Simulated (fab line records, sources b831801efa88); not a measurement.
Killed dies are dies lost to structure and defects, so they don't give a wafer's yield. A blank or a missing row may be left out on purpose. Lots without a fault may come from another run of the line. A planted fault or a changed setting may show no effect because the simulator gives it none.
Which tool did it? | flow sky130 | 24 lots, 72 wafers sampled, at 5 steps of a route of 708

WHAT THE GAUGES READ, wafer by wafer
SKY_METAL4_CD_MEAS_13: target cd 300 nm. Usual: cd_nm 299.8 nm, standard deviation 1.7.
lot  | measured     | on        | cd_nm (nm)        | flag
L074 | day 41 19:29 | cd_sem-01 | 299.5 300.9 300.4 |
L075 | day 42 08:22 | cd_sem-01 | 299.9 299.6 300.2 |
L076 | day 42 13:21 | cd_sem-01 | 299.7 300.6 298.9 |
L077 | day 43 00:16 | cd_sem-01 | 301.2 299.3 300.4 |
L078 | day 43 14:23 | cd_sem-01 | 297.8 297.4 299.2 |
L079 | day 43 21:53 | cd_sem-02 | 297.5 296.5 299.1 |
L081 | day 44 01:52 | cd_sem-02 | 302.5 302.3 301.8 |
L080 | day 44 02:34 | cd_sem-01 | 300.0 300.7 301.0 |
L082 | day 44 11:23 | cd_sem-01 | 297.2 296.8 296.8 |
L083 | day 44 14:41 | cd_sem-01 | 299.2 299.2 299.8 |
L084 | day 45 05:23 | cd_sem-02 | 303.3 302.7 302.6 |
L085 | day 45 06:33 | cd_sem-01 | 297.2 297.5 295.9 |
L086 | day 45 14:29 | cd_sem-02 | 303.3 301.6 302.8 |
L087 | day 45 18:04 | cd_sem-02 | 298.9 299.4 300.0 |
L088 | day 45 22:14 | cd_sem-02 | 299.3 300.2 300.0 |
L089 | day 46 05:12 | cd_sem-01 | 300.7 302.0 301.4 |
L090 | day 46 05:49 | cd_sem-02 | 298.7 297.9 299.0 |
L091 | day 46 12:23 | cd_sem-01 | 296.6 298.7 297.7 |
L092 | day 46 21:08 | cd_sem-01 | 301.6 301.4 300.5 |
L093 | day 47 00:34 | cd_sem-01 | 300.2 298.0 299.8 |
L094 | day 47 05:52 | cd_sem-01 | 299.9 298.2 298.1 |
L095 | day 47 12:17 | cd_sem-01 | 299.5 300.5 300.3 |
L096 | day 47 15:02 | cd_sem-02 | 303.1 302.7 301.4 |
L097 | day 47 20:19 | cd_sem-01 | 298.3 299.5 298.9 |

SKY_METAL5_RS_MEAS_05: measures by four-point-probe. Usual: METAL5_ALCU_RS 0.02713 ohm/sq, standard deviation 0.0003.
lot  | measured     | on            | METAL5_ALCU_RS (ohm/sq) | flag
L074 | day 42 22:18 | film_metro-02 | 0.02742 0.02745 0.02768 |
L075 | day 43 11:18 | film_metro-03 | 0.02746 0.02744 0.02758 |
L076 | day 43 16:14 | film_metro-03 | 0.02727 0.02682 0.02704 |
L077 | day 44 03:03 | film_metro-01 | 0.02672 0.02678 0.02677 |
L078 | day 44 15:53 | film_metro-02 | 0.02748 0.02766 0.02758 |
L079 | day 44 23:23 | film_metro-03 | 0.02752 0.02725 0.02769 |
L081 | day 45 02:55 | film_metro-02 | 0.027 0.0271 0.02702    |
L080 | day 45 04:05 | film_metro-02 | 0.02653 0.02679 0.02706 |
L082 | day 45 12:22 | film_metro-01 | 0.02738 0.02723 0.02724 |
L083 | day 45 15:59 | film_metro-03 | 0.02706 0.02688 0.02662 |
L084 | day 46 09:18 | film_metro-03 | 0.02733 0.02738 0.02704 |
L085 | day 46 09:55 | film_metro-02 | 0.02716 0.0267 0.0267   |
L086 | day 46 16:32 | film_metro-01 | 0.02693 0.02723 0.02728 |
L087 | day 46 20:06 | film_metro-02 | 0.02694 0.0273 0.02702  |
L088 | day 46 21:37 | film_metro-03 | 0.02726 0.02735 0.02728 |
L089 | day 47 04:19 | film_metro-02 | 0.02707 0.02703 0.02687 |
L090 | day 47 05:46 | film_metro-01 | 0.02691 0.02659 0.0268  |
L091 | day 47 13:37 | film_metro-01 | 0.02751 0.02725 0.0275  |
L092 | day 47 20:37 | film_metro-02 | 0.02668 0.02692 0.02701 |
L093 | day 47 23:05 | film_metro-03 | 0.02731 0.02706 0.02729 |
L094 | day 48 04:25 | film_metro-01 | 0.02681 0.02692 0.02689 |
L095 | day 48 10:20 | film_metro-02 | 0.02706 0.02734 0.02691 |
L096 | day 48 14:07 | film_metro-02 | 0.02727 0.02772 0.0275  |
L097 | day 48 17:58 | film_metro-02 | 0.02667 0.02686 0.02697 |

WHICH TOOL RAN EACH LOT (tool, then ch and the chambers of the sampled wafers, then the start)
lot  | SKY_METAL3_DESCUM_15              | SKY_METAL3_ETCH_17                 | SKY_METAL4_DESCUM_15
L074 | rie_metal-01 ch 0,1, day 38 12:07 | rie_diel-01 ch 0,1,2, day 38 12:14 | rie_metal-03 ch 1, day 41 19:37
L075 | rie_metal-01 ch 0,1, day 39 02:35 | rie_diel-01 ch 1,2, day 39 02:43   | rie_metal-01 ch 0,1, day 42 08:31
L076 | rie_metal-04 ch 0,1, day 39 07:45 | rie_diel-04 ch 1,3, day 39 07:52   | rie_metal-03 ch 0,1, day 42 13:29
L077 | rie_metal-04 ch 0,1, day 39 18:49 | rie_diel-02 ch 0,1,2, day 39 18:56 | rie_metal-03 ch 0, day 43 00:25
L078 | rie_metal-02 ch 1, day 40 08:29   | rie_diel-02 ch 0,1,3, day 40 08:43 | rie_metal-01 ch 0,1, day 43 14:30
L079 | rie_metal-01 ch 0, day 40 17:23   | rie_diel-04 ch 1,3, day 40 17:34   | rie_metal-03 ch 0,1, day 43 22:01
L081 | rie_metal-01 ch 0,1, day 40 21:58 | rie_diel-01 ch 0,1,3, day 40 22:06 | rie_metal-02 ch 0,1, day 44 02:01
L080 | rie_metal-04 ch 0,1, day 40 23:20 | rie_diel-02 ch 0,2,3, day 40 23:28 | rie_metal-03 ch 0,1, day 44 02:43
L082 | rie_metal-01 ch 0,1, day 41 08:53 | rie_diel-04 ch 0,1, day 41 09:01   | rie_metal-03 ch 0,1, day 44 11:32
L083 | rie_metal-01 ch 0,1, day 41 12:05 | rie_diel-01 ch 0,2,3, day 41 12:13 | rie_metal-03 ch 0,1, day 44 14:48
L084 | rie_metal-04 ch 0,1, day 42 03:32 | rie_diel-01 ch 0,1,3, day 42 03:40 | rie_metal-03 ch 0,1, day 45 05:32
L085 | rie_metal-04 ch 0, day 42 05:26   | rie_diel-04 ch 0,3, day 42 05:34   | rie_metal-03 ch 0,1, day 45 06:41
L086 | rie_metal-04 ch 0,1, day 42 13:07 | rie_diel-02 ch 0,1,3, day 42 13:15 | rie_metal-02 ch 0,1, day 45 14:38
L087 | rie_metal-04 ch 0,1, day 42 17:46 | rie_diel-04 ch 0,1, day 42 17:53   | rie_metal-01 ch 0,1, day 45 18:13
L088 | rie_metal-01 ch 0,1, day 42 23:34 | rie_diel-01 ch 1,2, day 42 23:41   | rie_metal-03 ch 0,1, day 45 22:22
L089 | rie_metal-02 ch 0,1, day 43 05:34 | rie_diel-01 ch 0,1,2, day 43 05:41 | rie_metal-02 ch 0,1, day 46 05:19
L090 | rie_metal-04 ch 1, day 43 07:38   | rie_diel-01 ch 0,1,2, day 43 07:46 | rie_metal-03 ch 0,1, day 46 05:58
L091 | rie_metal-04 ch 1, day 43 15:26   | rie_diel-01 ch 0,1, day 43 15:34   | rie_metal-03 ch 0,1, day 46 12:31
L092 | rie_metal-01 ch 0,1, day 44 02:28 | rie_diel-04 ch 0,1,3, day 44 02:35 | rie_metal-03 ch 0,1, day 46 21:17
L093 | rie_metal-01 ch 0,1, day 44 06:44 | rie_diel-04 ch 0,1,3, day 44 06:52 | rie_metal-02 ch 0,1, day 47 00:43
L094 | rie_metal-01 ch 0, day 44 12:52   | rie_diel-01 ch 0,1,3, day 44 12:59 | rie_metal-01 ch 0, day 47 06:01
L095 | rie_metal-02 ch 0,1, day 44 20:52 | rie_diel-01 ch 0,3, day 44 21:00   | rie_metal-01 ch 0,1, day 47 12:25
L096 | rie_metal-02 ch 0,1, day 44 23:01 | rie_diel-01 ch 1,2,3, day 44 23:08 | rie_metal-01 ch 0,1, day 47 15:11
L097 | rie_metal-04 ch 0,1, day 45 03:56 | rie_diel-02 ch 1,2,3, day 45 04:03 | rie_metal-02 ch 0,1, day 47 20:25
- SKY_METAL3_DESCUM_15: chemistry O2, time 8 s.
- SKY_METAL3_ETCH_17: etches SiO2 in C4F8/O2/Ar, stops on TiN, time 3.9 s, target depth 15 nm.
- SKY_METAL4_DESCUM_15: chemistry O2, time 8 s.

WHAT THE TOOLS THEMSELVES READ (means of the sampled wafers that have a number; where no wafer has one, the mark that the record gives instead)
SKY_METAL3_DESCUM_15. Usual: drypump_motor_current_A 5.7 A, standard deviation 0.71; he_backside_leak_sccm 3.36 sccm, standard deviation 0.18; oes_product_au 1.002 a.u., standard deviation 0.0092; temp_c 39.99 C, standard deviation 0.097.
lot  | tool         | drypump_motor_current_A (A) | he_backside_leak_sccm (sccm) | oes_product_au (a.u.) | temp_c (C) | flag
L074 | rie_metal-01 | 5.2                         | 3.46                         | 1.007                 | 40.03      |
L075 | rie_metal-01 | 5.1                         | 3.39                         | 1.006                 | 39.98      |
L076 | rie_metal-04 | 6.4                         | 3.40                         | 0.999                 | 40.08      |
L077 | rie_metal-04 | 5.9                         | 3.28                         | 0.995                 | 39.92      |
L078 | rie_metal-02 | 6.4                         | 3.45                         | 1.002                 | 39.89      |
L079 | rie_metal-01 | 5.3                         | 3.62                         | 0.999                 | 39.88      |
L081 | rie_metal-01 | 5.1                         | 3.38                         | 1.004                 | 40.08      |
L080 | rie_metal-04 | 6.4                         | 3.39                         | 1.006                 | 39.89      |
L082 | rie_metal-01 | 5.0                         | 3.27                         | 0.996                 | 40.02      |
L083 | rie_metal-01 | 5.0                         | 3.27                         | 0.999                 | 40.01      |
L084 | rie_metal-04 | 5.9                         | 3.48                         | 1.008                 | 39.98      |
L085 | rie_metal-04 | 5.5                         | 3.24                         | 1.009                 | 40.04      |
L086 | rie_metal-04 | 6.4                         | 3.39                         | 1.002                 | 39.98      |
L087 | rie_metal-04 | 5.9                         | 3.27                         | 1.014                 | 40.00      |
L088 | rie_metal-01 | 5.0                         | 3.27                         | 1.000                 | 39.92      |
L089 | rie_metal-02 | 6.1                         | 3.33                         | 1.002                 | 40.04      |
L090 | rie_metal-04 | 6.8                         | 3.56                         | 1.013                 | 40.04      |
L091 | rie_metal-04 | 6.8                         | 3.41                         | 1.005                 | 40.10      |
L092 | rie_metal-01 | 5.1                         | 3.42                         | 0.996                 | 39.90      |
L093 | rie_metal-01 | 5.2                         | 3.49                         | 1.006                 | 39.98      |
L094 | rie_metal-01 | 5.3                         | 3.58                         | 1.000                 | 39.85      |
L095 | rie_metal-02 | 6.2                         | 3.36                         | 0.995                 | 40.07      |
L096 | rie_metal-02 | 6.1                         | 3.28                         | 1.007                 | 39.99      |
L097 | rie_metal-04 | 6.4                         | 3.45                         | 1.010                 | 39.92      |

SKY_METAL3_ETCH_17. Usual: oes_product_au 0.756 a.u., standard deviation 0.0064.
lot  | tool        | oes_product_au (a.u.) | flag
L074 | rie_diel-01 | 0.759                 |
L075 | rie_diel-01 | 0.760                 |
L076 | rie_diel-04 | 0.751                 |
L077 | rie_diel-02 | 0.756                 |
L078 | rie_diel-02 | 0.755                 |
L079 | rie_diel-04 | 0.760                 |
L081 | rie_diel-01 | 0.760                 |
L080 | rie_diel-02 | 0.758                 |
L082 | rie_diel-04 | 0.757                 |
L083 | rie_diel-01 | 0.754                 |
L084 | rie_diel-01 | 0.759                 |
L085 | rie_diel-04 | 0.755                 |
L086 | rie_diel-02 | 0.749                 |
L087 | rie_diel-04 | 0.756                 |
L088 | rie_diel-01 | 0.760                 |
L089 | rie_diel-01 | 0.759                 |
L090 | rie_diel-01 | 0.755                 |
L091 | rie_diel-01 | 0.755                 |
L092 | rie_diel-04 | 0.758                 |
L093 | rie_diel-04 | 0.757                 |
L094 | rie_diel-01 | 0.756                 |
L095 | rie_diel-01 | 0.750                 |
L096 | rie_diel-01 | 0.757                 |
L097 | rie_diel-02 | 0.764                 |

SKY_METAL4_DESCUM_15. Usual: drypump_motor_current_A 5.5 A, standard deviation 0.49; he_backside_leak_sccm 3.30 sccm, standard deviation 0.23; oes_product_au 1.004 a.u., standard deviation 0.01; temp_c 39.98 C, standard deviation 0.11.
lot  | tool         | drypump_motor_current_A (A) | he_backside_leak_sccm (sccm) | oes_product_au (a.u.) | temp_c (C) | flag
L074 | rie_metal-03 | 5.8                         | 3.21                         | 1.010                 | 40.09      |
L075 | rie_metal-01 | 5.0                         | 3.40                         | 0.995                 | 40.01      |
L076 | rie_metal-03 | 5.3                         | 3.36                         | 1.016                 | 40.02      |
L077 | rie_metal-03 | 5.0                         | 3.29                         | 1.012                 | 40.22      |
L078 | rie_metal-01 | 5.2                         | 3.43                         | 1.000                 | 39.94      |
L079 | rie_metal-03 | 5.3                         | 3.10                         | 1.015                 | 39.99      |
L081 | rie_metal-02 | 6.1                         | 3.33                         | 1.001                 | 40.03      |
L080 | rie_metal-03 | 5.3                         | 3.23                         | 1.009                 | 39.90      |
L082 | rie_metal-03 | 5.5                         | 3.23                         | 1.001                 | 39.98      |
L083 | rie_metal-03 | 5.3                         | 3.77                         | 1.002                 | 40.05      |
L084 | rie_metal-03 | 5.3                         | 3.16                         | 1.008                 | 39.93      |
L085 | rie_metal-03 | 5.3                         | 3.02                         | 1.013                 | 40.07      |
L086 | rie_metal-02 | 6.2                         | 3.32                         | 1.004                 | 40.02      |
L087 | rie_metal-01 | 5.1                         | 3.51                         | 0.992                 | 39.87      |
L088 | rie_metal-03 | 5.3                         | 3.49                         | 1.008                 | 39.97      |
L089 | rie_metal-02 | 6.1                         | 3.45                         | 1.002                 | 40.13      |
L090 | rie_metal-03 | 5.5                         | 3.19                         | 1.003                 | 39.95      |
L091 | rie_metal-03 | 5.3                         | 3.32                         | 1.010                 | 40.00      |
L092 | rie_metal-03 | 5.5                         | 3.25                         | 1.007                 | 40.07      |
L093 | rie_metal-02 | 6.1                         | 3.19                         | 1.001                 | 40.05      |
L094 | rie_metal-01 | 5.2                         | 3.69                         | 1.001                 | 39.99      |
L095 | rie_metal-01 | 5.0                         | 3.27                         | 0.994                 | 39.88      |
L096 | rie_metal-01 | 5.0                         | 3.17                         | 0.989                 | 39.92      |
L097 | rie_metal-02 | 6.3                         | 3.33                         | 0.992                 | 39.99      |

THE ANSWER, worked out from the rows above alone
Rule: a lot is off if the mean of its wafers that have a number lies more than 3 standard deviations from the usual mean. A lot without any number at a reading at which 4 lots or more have one is off too. The other lots that the step has rows for count as sound. The gauges are gone through in route order, then the tools' own readings, and for those a lot's mean is taken as printed above. The first step at which some lot is off is used, and at that step the reading that is off furthest; a lot without a number counts as furthest.
No lot is off at any reading shown: from this, nothing can be told.

WHAT THE SIMULATOR HAD PUT IN
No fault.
